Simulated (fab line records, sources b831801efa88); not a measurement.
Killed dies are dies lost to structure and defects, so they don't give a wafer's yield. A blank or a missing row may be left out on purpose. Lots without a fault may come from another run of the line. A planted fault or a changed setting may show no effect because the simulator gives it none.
Chamber matching | flow sky130 | SKY_CONTACT_CMP_27 on cmp-02: 4 sister chambers
The step polishes, stops on SiO2, t overpolish 15 s, target thk 0 nm. 4 wafers are shown with their chamber, then 11 later ones without.

WAFERS WITH THEIR CHAMBER
wafer  | chamber | motor_current_A (A)
L086.2 | 2       | 13.0
L087.2 | 3       | 11.1
L087.6 | 1       | 12.0
L089.1 | 0       | 12.3

WAFERS WITHOUT THEIR CHAMBER
wafer  | motor_current_A (A)
L089.4 | 11.3
L089.5 | 11.9
L091.1 | 12.8
L091.2 | 11.5
L091.6 | 12.0
L092.1 | 11.0
L092.3 | 11.6
L092.6 | 12.0
L097.2 | 12.8
L097.5 | 13.4
L097.6 | 10.7

WHICH CHAMBER EACH WENT THROUGH
wafer  | from the rows above          | in truth
L089.4 | can't be placed: 3 or 1      | 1
L089.5 | can't be placed: 1 or 0      | 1
L091.1 | can't be placed: 2 or 0      | 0
L091.2 | can't be placed: 3 or 1 or 0 | 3
L091.6 | can't be placed: 1 or 0      | 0
L092.1 | 3                            | 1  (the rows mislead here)
L092.3 | can't be placed: 1 or 3 or 0 | 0
L092.6 | can't be placed: 1 or 0      | 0
L097.2 | can't be placed: 2 or 0      | 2
L097.5 | 2                            | 2
L097.6 | 3                            | 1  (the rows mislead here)
Placed correctly: 1 of 11. Can't be placed from these rows: 8 (the true chamber is among the candidates in 8). Placed wrongly: 2.
How it was worked out, from the rows above alone: a wafer's distance from a chamber is the root of the sum, over the readings, of the square of ((its reading less the chamber's mean) divided by the reading's scatter). The wafer belongs to the nearest chamber; if the next one is less than 2 further off, it can't be placed. A chamber's mean is the mean of its shown wafers. The scatter: with one shown wafer a chamber, the root of the mean of the squares of how far each hidden wafer lies from its nearest shown one.
